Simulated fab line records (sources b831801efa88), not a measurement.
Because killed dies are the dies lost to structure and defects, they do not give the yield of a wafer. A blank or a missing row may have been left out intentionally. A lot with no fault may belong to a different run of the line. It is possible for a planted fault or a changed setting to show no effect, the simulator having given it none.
fab line records ; flow gf180mcu
record: lots: 24; wafers: 72; last-day: 34
route steps=602 shown CONTACT@290 M1@321 V2@399 M4@460 V4@492
lots that met no fault: from a run of the same line without faults
start-h: the number of hours between the record's first day and the start of the first shown wafer of the lot ; wait-h: how many hours have passed since the lot's step before this one ; " as in the row above ; L1.1+2: a single row standing in for several wafers ; - no value, or no start given ; * or withheld: withheld ; < > ~ a bound
route shown NAME@n: NAME is a module with steps in the file, n the number in the route of the first one ; usual: mean and standard deviation over wafers with no fault ; same: alike in all rows ; chamber/n: place in a boat ; sites: readings site by site ; _std_site: their standard deviation ; _edge_site: the outer-site mean with the inner-site mean subtracted ; radius-mm: for every site, how far away it sits from the centre of the wafer ; mask NAME#n: copy n ; behind: the tool/chamber that last shaped the wafer ; hold: cause of the lot's hold/its duration in hours/its outcome ; device: names the non-switching transistor (n, p or np) ; end of line: tests run on the same wafers once the route is complete ; for a step that has no rows: nothing shown but its recipe ; killed: the dies lost at the first sort to structure and to defects; this is not the yield of the wafer ; map: shows each die of a wafer: x if killed, . if not, _ if none is there
set.NAME: the setting as run; set.NAME@STEP: as run at that earlier step ; model.NAME: the simulator's own value behind a step, which no gauge read
route steps across a sampled set of lots; one table per step, one row per wafer
services: from which hour (start-h, from the record's first day; less than 0 if before it) a tool's chamber was out of use, for how many hours, and why
== steps ==
step: GF_CONTACT_THK_MEAS_03
recipe: reads: SiO2_of_CONTACT_CVD_02
usual: CONTACT_CVD_02_THK: 862/11
lot.wafer;tool;chamber;start-h;wait-h;CONTACT_CVD_02_THK[nm]
L074.1;film-metro-03;-;334.91;0.1;856
L074.3;film-metro-03;-;334.91;0.1;872
L074.4;film-metro-03;-;334.91;0.1;874
L075.4;film-metro-03;-;343.81;0.0;866
L075.5;film-metro-03;-;343.81;0.0;861
L075.6;film-metro-03;-;343.81;0.0;864
L076.1;film-metro-03;-;353.72;0.0;838
L076.3;film-metro-03;-;353.72;0.0;835
L076.6;film-metro-03;-;353.72;0.0;842
L077.1;film-metro-03;-;363.03;0.0;859
L077.2;film-metro-03;-;363.03;0.0;853
L077.4;film-metro-03;-;363.03;0.0;878
L078.1;film-metro-04;-;368.62;0.0;843
L078.3;film-metro-04;-;368.62;0.0;859
L078.4;film-metro-04;-;368.62;0.0;857
L079.2;film-metro-03;-;383.14;0.0;857
L079.4;film-metro-03;-;383.14;0.0;858
L079.6;film-metro-03;-;383.14;0.0;870
L080.1;film-metro-04;-;394.12;0.0;852
L080.2;film-metro-04;-;394.12;0.0;845
L080.5;film-metro-04;-;394.12;0.0;864
L081.2;film-metro-04;-;400.28;0.0;869
L081.3;film-metro-04;-;400.28;0.0;860
L081.4;film-metro-04;-;400.28;0.0;874
L082.1;film-metro-04;-;413.12;0.1;856
L082.3;film-metro-04;-;413.12;0.1;857
L082.5;film-metro-04;-;413.12;0.1;880
L083.1;film-metro-01;-;417.75;0.0;856
L083.2;film-metro-01;-;417.75;0.0;855
L083.6;film-metro-01;-;417.75;0.0;863
L084.1;film-metro-03;-;431.70;0.0;854
L084.4;film-metro-03;-;431.70;0.0;869
L084.5;film-metro-03;-;431.70;0.0;867
L085.2;film-metro-03;-;437.19;0.0;846
L085.5;film-metro-03;-;437.19;0.0;857
L085.6;film-metro-03;-;437.19;0.0;857
L086.1;film-metro-01;-;444.25;0.0;857
L086.2;film-metro-01;-;444.25;0.0;860
L086.4;film-metro-01;-;444.25;0.0;866
L087.1;film-metro-03;-;455.05;0.0;867
L087.4;film-metro-03;-;455.05;0.0;878
L087.5;film-metro-03;-;455.05;0.0;881
L088.1;film-metro-03;-;460.65;0.0;852
L088.3;film-metro-03;-;460.65;0.0;855
L088.5;film-metro-03;-;460.65;0.0;866
L089.3;film-metro-01;-;465.11;0.1;851
L089.5;film-metro-01;-;465.11;0.1;877
L089.6;film-metro-01;-;465.11;0.1;865
L090.1;film-metro-04;-;479.32;0.0;853
L090.5;film-metro-04;-;479.32;0.0;870
L090.6;film-metro-04;-;479.32;0.0;870
L091.1;film-metro-04;-;493.00;0.0;863
L091.3;film-metro-04;-;493.00;0.0;857
L091.5;film-metro-04;-;493.00;0.0;880
L093.4;film-metro-04;-;506.88;0.0;852
L093.5;film-metro-04;-;506.88;0.0;864
L093.6;film-metro-04;-;506.88;0.0;867
L092.3;film-metro-03;-;508.67;0.1;855
L092.4;film-metro-03;-;508.67;0.1;868
L092.5;film-metro-03;-;508.67;0.1;865
L094.1;film-metro-01;-;512.91;0.0;875
L094.4;film-metro-01;-;512.91;0.0;889
L094.6;film-metro-01;-;512.91;0.0;882
L095.1;film-metro-03;-;522.58;0.0;859
L095.2;film-metro-03;-;522.58;0.0;859
L095.6;film-metro-03;-;522.58;0.0;881
L096.2;film-metro-04;-;536.46;0.0;870
L096.3;film-metro-04;-;536.46;0.0;870
L096.4;film-metro-04;-;536.46;0.0;870
L097.3;film-metro-04;-;537.23;0.1;865
L097.4;film-metro-04;-;537.23;0.1;874
L097.5;film-metro-04;-;537.23;0.1;878
step: GF_M1_THK_MEAS_06
recipe: thk-meas-gauge: xrf; reads: AlCu_of_M1_SPUTTER_02
usual: M1_ALCU_THK: 445/5.3
lot.wafer;tool;chamber;start-h;wait-h;M1_ALCU_THK[nm]
L074.1;film-metro-02;-;357.46;0.1;442
L074.3;film-metro-02;-;357.46;0.1;448
L074.4;film-metro-02;-;357.46;0.1;446
L075.4;film-metro-02;-;367.33;0.1;445
L075.5;film-metro-02;-;367.33;0.1;453
L075.6;film-metro-02;-;367.33;0.1;445
L076.1;film-metro-03;-;377.85;0.1;452
L076.3;film-metro-03;-;377.85;0.1;451
L076.6;film-metro-03;-;377.85;0.1;449
L077.1;film-metro-02;-;387.40;0.1;444
L077.2;film-metro-02;-;387.40;0.1;441
L077.4;film-metro-02;-;387.40;0.1;444
L078.1;film-metro-01;-;393.00;0.1;428
L078.3;film-metro-01;-;393.00;0.1;426
L078.4;film-metro-01;-;393.00;0.1;426
L079.2;film-metro-03;-;408.76;0.1;446
L079.4;film-metro-03;-;408.76;0.1;452
L079.6;film-metro-03;-;408.76;0.1;452
L080.1;film-metro-03;-;419.77;0.1;440
L080.2;film-metro-03;-;419.77;0.1;446
L080.5;film-metro-03;-;419.77;0.1;443
L081.2;film-metro-02;-;425.93;0.1;450
L081.3;film-metro-02;-;425.93;0.1;451
L081.4;film-metro-02;-;425.93;0.1;448
L082.1;film-metro-03;-;439.34;0.1;448
L082.3;film-metro-03;-;439.34;0.1;448
L082.5;film-metro-03;-;439.34;0.1;445
L083.1;film-metro-02;-;444.54;0.1;443
L083.2;film-metro-02;-;444.54;0.1;449
L083.6;film-metro-02;-;444.54;0.1;447
L084.1;film-metro-02;-;458.52;0.1;440
L084.4;film-metro-02;-;458.52;0.1;439
L084.5;film-metro-02;-;458.52;0.1;443
L085.2;film-metro-02;-;463.81;0.1;449
L085.5;film-metro-02;-;463.81;0.1;444
L085.6;film-metro-02;-;463.81;0.1;449
L086.1;film-metro-01;-;470.90;0.1;444
L086.2;film-metro-01;-;470.90;0.1;444
L086.4;film-metro-01;-;470.90;0.1;443
L087.1;film-metro-03;-;480.69;0.1;442
L087.4;film-metro-03;-;480.69;0.1;446
L087.5;film-metro-03;-;480.69;0.1;442
L088.1;film-metro-02;-;487.06;0.1;440
L088.3;film-metro-02;-;487.06;0.1;441
L088.5;film-metro-02;-;487.06;0.1;440
L089.3;film-metro-02;-;491.57;0.1;445
L089.5;film-metro-02;-;491.57;0.1;441
L089.6;film-metro-02;-;491.57;0.1;445
L090.1;film-metro-03;-;505.10;0.1;446
L090.5;film-metro-03;-;505.10;0.1;440
L090.6;film-metro-03;-;505.10;0.1;443
L091.1;film-metro-02;-;518.60;0.1;447
L091.3;film-metro-02;-;518.60;0.1;448
L091.5;film-metro-02;-;518.60;0.1;450
L093.4;film-metro-03;-;532.51;0.1;446
L093.5;film-metro-03;-;532.51;0.1;442
L093.6;film-metro-03;-;532.51;0.1;445
L092.3;film-metro-03;-;533.68;0.1;447
L092.4;film-metro-03;-;533.68;0.1;447
L092.5;film-metro-03;-;533.68;0.1;450
L094.1;film-metro-02;-;537.54;0.1;448
L094.4;film-metro-02;-;537.54;0.1;446
L094.6;film-metro-02;-;537.54;0.1;443
L095.1;film-metro-02;-;547.59;0.1;445
L095.2;film-metro-02;-;547.59;0.1;437
L095.6;film-metro-02;-;547.59;0.1;437
L096.2;film-metro-02;-;560.55;0.1;446
L096.3;film-metro-02;-;560.55;0.1;444
L096.4;film-metro-02;-;560.55;0.1;447
L097.3;film-metro-02;-;561.51;0.1;449
L097.4;film-metro-02;-;561.51;0.1;449
L097.5;film-metro-02;-;561.51;0.1;447
step: GF_V2_ETCH_17
recipe: chemistry: C4F8/O2/Ar; mask-material: KrF; target: SiO2; stop-on: TiN; source-w: 1500; bias-w: 1200; pressure-mtorr: 40; c4f8-flow-sccm: withheld; O2_flow_sccm: 6; Ar_flow_sccm: 300; time-s: withheld; target-depth-a: 6300
usual: oes-product-au: 0.855/0.0049
lot.wafer;tool;chamber;start-h;wait-h;oes-product-au
L074.1;rie-diel-04;0;-;-;0.867
L074.3;rie-diel-04;3;-;-;0.857
L074.4;rie-diel-04;2;-;-;0.848
L075.4;rie-diel-03;3;-;-;0.861
L075.5;rie-diel-03;0;-;-;0.858
L075.6;rie-diel-03;1;-;-;0.860
L076.1;rie-diel-03;3;-;-;0.859
L076.3;rie-diel-03;0;-;-;0.857
L076.6;rie-diel-03;0;-;-;0.859
L077.1;rie-diel-02;3;-;-;0.861
L077.2;rie-diel-02;2;-;-;0.850
L077.4;rie-diel-02;0;-;-;0.852
L078.1;rie-diel-02;3;-;-;0.852
L078.3;rie-diel-02;2;-;-;0.856
L078.4;rie-diel-02;0;-;-;0.851
L079.2;rie-diel-02;3;-;-;0.862
L079.4;rie-diel-02;2;-;-;0.858
L079.6;rie-diel-02;0;-;-;0.857
L080.1;rie-diel-04;2;-;-;0.856
L080.2;rie-diel-04;3;-;-;0.858
L080.5;rie-diel-04;1;-;-;0.856
L081.2;rie-diel-04;3;-;-;0.854
L081.3;rie-diel-04;1;-;-;0.859
L081.4;rie-diel-04;3;-;-;0.859
L082.1;rie-diel-03;2;-;-;0.859
L082.3;rie-diel-03;0;-;-;0.853
L082.5;rie-diel-03;3;-;-;0.848
L083.1;rie-diel-02;3;-;-;0.861
L083.2;rie-diel-02;0;-;-;0.858
L083.6;rie-diel-02;0;-;-;0.860
L084.1;rie-diel-02;3;-;-;0.860
L084.4;rie-diel-02;2;-;-;0.862
L084.5;rie-diel-02;0;-;-;0.850
L085.2;rie-diel-04;2;-;-;0.854
L085.5;rie-diel-04;2;-;-;0.862
L085.6;rie-diel-04;0;-;-;0.852
L086.1;rie-diel-04;1;-;-;0.850
L086.2;rie-diel-04;0;-;-;0.848
L086.4;rie-diel-04;2;-;-;0.864
L087.1;rie-diel-02;0;-;-;0.859
L087.4;rie-diel-02;3;-;-;0.862
L087.5;rie-diel-02;0;-;-;0.854
L088.1;rie-diel-04;1;-;-;0.860
L088.3;rie-diel-04;2;-;-;0.848
L088.5;rie-diel-04;2;-;-;0.855
L089.3;rie-diel-03;2;-;-;0.867
L089.5;rie-diel-03;3;-;-;0.850
L089.6;rie-diel-03;2;-;-;0.853
L090.1;rie-diel-03;1;-;-;0.842
L090.5;rie-diel-03;1;-;-;0.852
L090.6;rie-diel-03;0;-;-;0.854
L091.1;rie-diel-02;1;-;-;0.857
L091.3;rie-diel-02;0;-;-;0.856
L091.5;rie-diel-02;1;-;-;0.860
L093.4;rie-diel-04;3;-;-;0.849
L093.5;rie-diel-04;1;-;-;0.854
L093.6;rie-diel-04;0;-;-;0.841
L092.3;rie-diel-02;1;-;-;0.858
L092.4;rie-diel-02;2;-;-;0.857
L092.5;rie-diel-02;2;-;-;0.860
L094.1;rie-diel-03;3;-;-;0.859
L094.4;rie-diel-03;0;-;-;0.861
L094.6;rie-diel-03;1;-;-;0.866
L095.1;rie-diel-04;1;-;-;0.851
L095.2;rie-diel-04;0;-;-;0.855
L095.6;rie-diel-04;0;-;-;0.857
L096.2;rie-diel-03;3;-;-;0.852
L096.3;rie-diel-03;0;-;-;0.853
L096.4;rie-diel-03;1;-;-;0.850
L097.3;rie-diel-04;2;-;-;0.851
L097.4;rie-diel-04;0;-;-;0.859
L097.5;rie-diel-04;0;-;-;0.856
step: GF_M4_SPUTTER_04
recipe: material: TiN; target-thk-nm: 50; power-w: 6500; time-s: 41.7; chamber-pressure-pa: 0.4
usual: throttle-valve-pct: 30.1/1.2
lot.wafer;tool;chamber;start-h;wait-h;throttle-valve-pct
L074.1;pvd-sputter-02;-;509.65;0.0;30.2
L074.3;pvd-sputter-02;-;509.65;0.0;29.3
L074.4;pvd-sputter-02;-;509.65;0.0;29.6
L075.4;pvd-sputter-02;-;517.73;0.0;29.4
L075.5;pvd-sputter-02;-;517.73;0.0;31.3
L075.6;pvd-sputter-02;-;517.73;0.0;28.7
L076.1;pvd-sputter-04;-;528.89;0.0;30.3
L076.3;pvd-sputter-04;-;528.89;0.0;29.8
L076.6;pvd-sputter-04;-;528.89;0.0;27.3
L077.1;pvd-sputter-02;-;538.78;0.0;29.6
L077.2;pvd-sputter-02;-;538.78;0.0;30.9
L077.4;pvd-sputter-02;-;538.78;0.0;30.2
L078.1;pvd-sputter-02;-;544.05;0.0;29.8
L078.3;pvd-sputter-02;-;544.05;0.0;31.1
L078.4;pvd-sputter-02;-;544.05;0.0;28.8
L079.2;pvd-sputter-03;-;559.96;0.0;30.2
L079.4;pvd-sputter-03;-;559.96;0.0;31.9
L079.6;pvd-sputter-03;-;559.96;0.0;30.0
L080.1;pvd-sputter-03;-;570.20;0.0;30.9
L080.2;pvd-sputter-03;-;570.20;0.0;29.8
L080.5;pvd-sputter-03;-;570.20;0.0;30.0
L081.2;pvd-sputter-03;-;574.75;0.0;31.8
L081.3;pvd-sputter-03;-;574.75;0.0;30.8
L081.4;pvd-sputter-03;-;574.75;0.0;29.8
L082.1;pvd-sputter-03;-;587.31;0.0;31.8
L082.3;pvd-sputter-03;-;587.31;0.0;30.1
L082.5;pvd-sputter-03;-;587.31;0.0;31.0
L083.1;pvd-sputter-02;-;591.40;0.0;29.5
L083.2;pvd-sputter-02;-;591.40;0.0;30.2
L083.6;pvd-sputter-02;-;591.40;0.0;30.2
L084.1;pvd-sputter-04;-;604.50;0.0;32.1
L084.4;pvd-sputter-04;-;604.50;0.0;29.7
L084.5;pvd-sputter-04;-;604.50;0.0;32.1
L085.2;pvd-sputter-04;-;608.61;0.0;30.3
L085.5;pvd-sputter-04;-;608.61;0.0;26.8
L085.6;pvd-sputter-04;-;608.61;0.0;29.8
L086.1;pvd-sputter-02;-;614.53;0.0;29.6
L086.2;pvd-sputter-02;-;614.53;0.0;30.3
L086.4;pvd-sputter-02;-;614.53;0.0;28.8
L087.1;pvd-sputter-02;-;627.10;0.0;31.0
L087.4;pvd-sputter-02;-;627.10;0.0;30.2
L087.5;pvd-sputter-02;-;627.10;0.0;29.3
L088.1;pvd-sputter-04;-;631.63;0.0;30.0
L088.3;pvd-sputter-04;-;631.63;0.0;32.1
L088.5;pvd-sputter-04;-;631.63;0.0;26.9
L089.3;pvd-sputter-04;-;633.85;0.0;29.9
L089.5;pvd-sputter-04;-;633.85;0.0;30.1
L089.6;pvd-sputter-04;-;633.85;0.0;30.3
L090.1;pvd-sputter-02;-;647.65;0.0;29.0
L090.5;pvd-sputter-02;-;647.65;0.0;31.0
L090.6;pvd-sputter-02;-;647.65;0.0;28.7
L091.1;pvd-sputter-03;-;657.32;0.0;29.8
L091.3;pvd-sputter-03;-;657.32;0.0;30.0
L091.5;pvd-sputter-03;-;657.32;0.0;30.7
L093.4;pvd-sputter-03;-;669.61;0.0;31.1
L093.5;pvd-sputter-03;-;669.61;0.0;29.9
L093.6;pvd-sputter-03;-;669.61;0.0;31.8
L092.3;pvd-sputter-04;-;671.21;0.0;30.0
L092.4;pvd-sputter-04;-;671.21;0.0;30.1
L092.5;pvd-sputter-04;-;671.21;0.0;32.0
L094.1;pvd-sputter-03;-;672.40;0.0;30.2
L094.4;pvd-sputter-03;-;672.40;0.0;30.0
L094.6;pvd-sputter-03;-;672.40;0.0;30.1
L095.1;pvd-sputter-02;-;680.08;0.0;30.8
L095.2;pvd-sputter-02;-;680.08;0.0;30.5
L095.6;pvd-sputter-02;-;680.08;0.0;28.9
L096.2;pvd-sputter-02;-;692.91;0.0;29.7
L096.3;pvd-sputter-02;-;692.91;0.0;29.6
L096.4;pvd-sputter-02;-;692.91;0.0;31.0
L097.3;pvd-sputter-02;-;694.00;0.0;30.0
L097.4;pvd-sputter-02;-;694.00;0.0;29.6
L097.5;pvd-sputter-02;-;694.00;0.0;29.6
step: GF_M4_RS_MEAS_05
recipe: thk-meas-gauge: four-point-probe; reads: TiN_of_M4_SPUTTER_04+Ti_of_M4_SPUTTER_03+AlCu_of_M4_SPUTTER_02+TiN_of_M4_SPUTTER_01+Ti_of_M4_SPUTTER_00
usual: M4_ALCU_RS: 0.0694/0.00056
lot.wafer;tool;chamber;start-h;wait-h;M4_ALCU_RS[ohm/sq]
L074.1;film-metro-04;-;509.69;0.0;0.0692
L074.3;film-metro-04;-;509.69;0.0;0.0692
L074.4;film-metro-04;-;509.69;0.0;0.0691
L075.4;film-metro-04;-;517.83;0.1;0.0694
L075.5;film-metro-04;-;517.83;0.1;0.0698
L075.6;film-metro-04;-;517.83;0.1;0.0702
L076.1;film-metro-02;-;528.93;0.0;0.0697
L076.3;film-metro-02;-;528.93;0.0;0.0700
L076.6;film-metro-02;-;528.93;0.0;0.0693
L077.1;film-metro-03;-;538.82;0.0;0.0678
L077.2;film-metro-03;-;538.82;0.0;0.0680
L077.4;film-metro-03;-;538.82;0.0;0.0680
L078.1;film-metro-04;-;544.09;0.0;0.0690
L078.3;film-metro-04;-;544.09;0.0;0.0691
L078.4;film-metro-04;-;544.09;0.0;0.0692
L079.2;film-metro-02;-;560.02;0.0;0.0695
L079.4;film-metro-02;-;560.02;0.0;0.0692
L079.6;film-metro-02;-;560.02;0.0;0.0686
L080.1;film-metro-04;-;570.24;0.0;0.0689
L080.2;film-metro-04;-;570.24;0.0;0.0684
L080.5;film-metro-04;-;570.24;0.0;0.0696
L081.2;film-metro-03;-;574.81;0.0;0.0696
L081.3;film-metro-03;-;574.81;0.0;0.0696
L081.4;film-metro-03;-;574.81;0.0;0.0696
L082.1;film-metro-04;-;587.35;0.0;0.0694
L082.3;film-metro-04;-;587.35;0.0;0.0695
L082.5;film-metro-04;-;587.35;0.0;0.0699
L083.1;film-metro-03;-;591.44;0.0;0.0691
L083.2;film-metro-03;-;591.44;0.0;0.0688
L083.6;film-metro-03;-;591.44;0.0;0.0695
L084.1;film-metro-04;-;604.54;0.0;0.0691
L084.4;film-metro-04;-;604.54;0.0;0.0697
L084.5;film-metro-04;-;604.54;0.0;0.0696
L085.2;film-metro-03;-;608.67;0.0;0.0701
L085.5;film-metro-03;-;608.67;0.0;0.0699
L085.6;film-metro-03;-;608.67;0.0;0.0703
L086.1;film-metro-02;-;614.57;0.0;0.0698
L086.2;film-metro-02;-;614.57;0.0;0.0698
L086.4;film-metro-02;-;614.57;0.0;0.0690
L087.1;film-metro-04;-;627.14;0.0;0.0691
L087.4;film-metro-04;-;627.14;0.0;0.0690
L087.5;film-metro-04;-;627.14;0.0;0.0691
L088.1;film-metro-02;-;631.67;0.0;0.0697
L088.3;film-metro-02;-;631.67;0.0;0.0695
L088.5;film-metro-02;-;631.67;0.0;0.0693
L089.3;film-metro-02;-;633.93;0.1;0.0701
L089.5;film-metro-02;-;633.93;0.1;0.0704
L089.6;film-metro-02;-;633.93;0.1;0.0701
L090.1;film-metro-02;-;647.70;0.0;0.0705
L090.5;film-metro-02;-;647.70;0.0;0.0702
L090.6;film-metro-02;-;647.70;0.0;0.0700
L091.1;film-metro-04;-;657.36;0.0;0.0690
L091.3;film-metro-04;-;657.36;0.0;0.0695
L091.5;film-metro-04;-;657.36;0.0;0.0700
L093.4;film-metro-03;-;669.71;0.1;0.0681
L093.5;film-metro-03;-;669.71;0.1;0.0684
L093.6;film-metro-03;-;669.71;0.1;0.0681
L092.3;film-metro-04;-;671.29;0.1;0.0703
L092.4;film-metro-04;-;671.29;0.1;0.0704
L092.5;film-metro-04;-;671.29;0.1;0.0700
L094.1;film-metro-03;-;672.44;0.0;0.0694
L094.4;film-metro-03;-;672.44;0.0;0.0698
L094.6;film-metro-03;-;672.44;0.0;0.0697
L095.1;film-metro-03;-;680.12;0.0;0.0699
L095.2;film-metro-03;-;680.12;0.0;0.0696
L095.6;film-metro-03;-;680.12;0.0;0.0694
L096.2;film-metro-04;-;692.97;0.0;0.0696
L096.3;film-metro-04;-;692.97;0.0;0.0697
L096.4;film-metro-04;-;692.97;0.0;0.0698
L097.3;film-metro-02;-;694.08;0.1;0.0695
L097.4;film-metro-02;-;694.08;0.1;0.0694
L097.5;film-metro-02;-;694.08;0.1;0.0696
step: GF_V4_ETCH_16
recipe: chemistry: N2/H2; target-depth-a: withheld; overetch-a: withheld; time-s: withheld; target: BARC; ion-energy-ev: 200; source-w: 500; bias-w: 100; pressure-mtorr: 30; n2-flow-sccm: 100; h2-flow-sccm: 200
usual: drypump-motor-current-A: 5.7/0.33; n2-flow-sccm: 99.97/0.3; oes-product-au: 0.856/0.0053; throttle-valve-pct: 13.225/0.0094
lot.wafer;tool;chamber;start-h;wait-h;drypump-motor-current-A;n2-flow-sccm;oes-product-au;throttle-valve-pct
L074.1;rie-diel-04;0;556.86;0.0;5.7;99.91;0.864;13.232
L074.3;rie-diel-04;3;556.86;0.0;6.2;99.93;0.855;13.225
L074.4;rie-diel-04;1;556.86;0.0;6.4;99.72;0.859;13.231
L075.4;rie-diel-01;0;564.36;0.0;5.3;99.32;0.858;13.219
L075.5;rie-diel-01;0;564.36;0.0;5.3;99.28;0.855;13.233
L075.6;rie-diel-01;1;564.36;0.0;5.7;99.81;0.857;13.236
L076.1;rie-diel-04;0;575.06;0.0;5.6;99.89;0.855;13.232
L076.3;rie-diel-04;2;575.06;0.0;5.8;99.79;0.853;13.222
L076.6;rie-diel-04;2;575.06;0.0;5.8;99.74;0.858;13.221
L077.1;rie-diel-02;2;584.31;0.0;5.8;99.78;0.856;13.230
L077.2;rie-diel-02;1;584.31;0.0;6.3;100.15;0.860;13.228
L077.4;rie-diel-02;3;584.31;0.0;5.9;100.17;0.847;13.232
L078.1;rie-diel-02;0;589.06;0.0;5.2;100.29;0.860;13.226
L078.3;rie-diel-02;3;589.06;0.0;5.9;99.49;0.847;13.236
L078.4;rie-diel-02;2;589.06;0.0;5.8;100.28;0.848;13.209
L079.2;rie-diel-01;0;604.88;0.0;5.3;100.28;0.846;13.216
L079.4;rie-diel-01;3;604.88;0.0;5.6;100.16;0.862;13.214
L079.6;rie-diel-01;2;604.88;0.0;5.6;100.22;0.859;13.213
L080.1;rie-diel-01;1;614.26;0.0;5.8;100.10;0.852;13.225
L080.2;rie-diel-01;3;614.26;0.0;5.7;100.36;0.859;13.217
L080.5;rie-diel-01;3;614.26;0.0;5.7;100.08;0.856;13.207
L081.2;rie-diel-02;1;618.26;0.0;6.3;99.73;0.860;13.225
L081.3;rie-diel-02;3;618.26;0.0;5.9;100.16;0.857;13.217
L081.4;rie-diel-02;0;618.26;0.0;5.2;99.58;0.854;13.208
L082.1;rie-diel-04;3;629.71;0.0;6.2;100.01;0.867;13.218
L082.3;rie-diel-04;1;629.71;0.0;6.3;99.91;0.862;13.224
L082.5;rie-diel-04;1;629.71;0.0;6.3;99.94;0.856;13.218
L083.1;rie-diel-01;1;633.41;0.0;5.7;99.66;0.852;13.219
L083.2;rie-diel-01;0;633.41;0.0;5.3;99.90;0.860;13.232
L083.6;rie-diel-01;0;633.41;0.0;5.4;100.31;0.855;13.202
L084.1;rie-diel-01;2;648.81;0.0;5.6;100.03;0.861;13.225
L084.4;rie-diel-01;1;648.81;0.0;5.7;99.84;0.859;13.225
L084.5;rie-diel-01;0;648.81;0.0;5.3;100.02;0.850;13.238
L085.2;rie-diel-02;0;651.36;0.0;5.2;100.73;0.857;13.247
L085.5;rie-diel-02;0;651.36;0.0;5.2;100.45;0.854;13.246
L085.6;rie-diel-02;3;651.36;0.0;5.9;99.89;0.846;13.221
L086.1;rie-diel-01;3;655.51;0.0;5.7;100.26;0.851;13.219
L086.2;rie-diel-01;1;655.51;0.0;5.7;99.75;0.865;13.220
L086.4;rie-diel-01;2;655.51;0.0;5.6;99.60;0.839;13.226
L087.1;rie-diel-04;3;666.76;0.0;6.2;99.53;0.864;13.216
L087.4;rie-diel-04;2;666.76;0.0;5.8;99.93;0.856;13.221
L087.5;rie-diel-04;1;666.76;0.0;6.4;99.73;0.853;13.223
L088.1;rie-diel-01;1;672.11;0.0;5.8;99.96;0.851;13.202
L088.3;rie-diel-01;2;672.11;0.0;5.6;99.69;0.856;13.226
L088.5;rie-diel-01;1;672.11;0.0;5.7;99.73;0.857;13.216
L089.3;rie-diel-04;0;674.66;0.0;5.7;100.10;0.862;13.228
L089.5;rie-diel-04;2;674.66;0.0;5.8;99.84;0.851;13.220
L089.6;rie-diel-04;3;674.66;0.0;6.2;100.10;0.856;13.233
L090.1;rie-diel-04;0;687.56;0.0;5.7;99.69;0.861;13.209
L090.5;rie-diel-04;0;687.56;0.0;5.7;99.85;0.856;13.207
L090.6;rie-diel-04;3;687.56;0.0;6.2;99.52;0.850;13.225
L091.1;rie-diel-04;0;697.51;0.0;5.7;99.68;0.855;13.210
L091.3;rie-diel-04;1;697.51;0.0;6.3;100.13;0.859;13.232
L091.5;rie-diel-04;2;697.51;0.0;5.8;100.13;0.861;13.230
L093.4;rie-diel-01;2;708.66;0.0;5.6;100.09;0.851;13.216
L093.5;rie-diel-01;2;708.66;0.0;5.6;99.81;0.842;13.230
L093.6;rie-diel-01;3;708.66;0.0;5.7;99.66;0.859;13.236
L092.3;rie-diel-01;3;710.31;0.0;5.7;100.28;0.867;13.236
L092.4;rie-diel-01;1;710.31;0.0;5.7;99.65;0.854;13.212
L092.5;rie-diel-01;2;710.31;0.0;5.6;99.89;0.856;13.226
L094.1;rie-diel-01;2;711.31;0.0;5.6;100.34;0.860;13.246
L094.4;rie-diel-01;0;711.31;0.0;5.3;100.04;0.867;13.238
L094.6;rie-diel-01;2;711.31;0.0;5.6;100.14;0.856;13.224
L095.1;rie-diel-01;0;718.56;0.0;5.3;99.52;0.861;13.227
L095.2;rie-diel-01;2;718.56;0.0;5.6;99.81;0.860;13.223
L095.6;rie-diel-01;0;718.56;0.0;5.3;99.89;0.849;13.237
L096.2;rie-diel-04;0;730.91;0.0;5.6;100.15;0.863;13.225
L096.3;rie-diel-04;3;730.91;0.0;6.2;100.16;0.851;13.220
L096.4;rie-diel-04;0;730.91;0.0;5.7;99.96;0.861;13.226
L097.3;rie-diel-01;3;732.16;0.0;5.7;99.89;0.859;13.228
L097.4;rie-diel-01;0;732.16;0.0;5.3;99.76;0.854;13.219
L097.5;rie-diel-01;3;732.16;0.0;5.7;99.72;0.854;13.214
== services ==
tool;chamber;start-h;hours;kind
pvd-sputter-04;-;437.73;4.5;repair
pvd-sputter-02;-;441.46;2.0;repair
rie-diel-02;-;452.75;0.2;repair
pvd-sputter-02;-;454.16;1.8;repair
rie-diel-04;0;495.32;41.5;repair
rie-diel-04;1;498.53;4.6;repair
rie-diel-01;0;523.78;6.3;repair
pvd-sputter-04;-;524.49;0.7;repair
pvd-sputter-04;-;530.81;2.1;repair
rie-diel-01;0;534.45;6.8;repair
rie-diel-01;-;583.99;2.8;pm
rie-diel-03;3;599.30;4.8;repair
rie-diel-02;2;600.72;16.9;repair
rie-diel-04;-;604.02;14.6;pm
pvd-sputter-02;-;614.78;1.8;repair
rie-diel-01;2;638.62;6.2;repair
rie-diel-03;3;679.75;1.6;repair
pvd-sputter-04;-;683.54;5.1;repair
rie-diel-04;3;691.63;4.1;repair
rie-diel-02;0;710.07;2.0;repair
rie-diel-01;-;715.04;0.6;repair
pvd-sputter-04;-;715.22;2.3;repair
rie-diel-04;2;723.91;9.9;repair
rie-diel-03;1;724.93;8.9;repair
== key ==
fault none
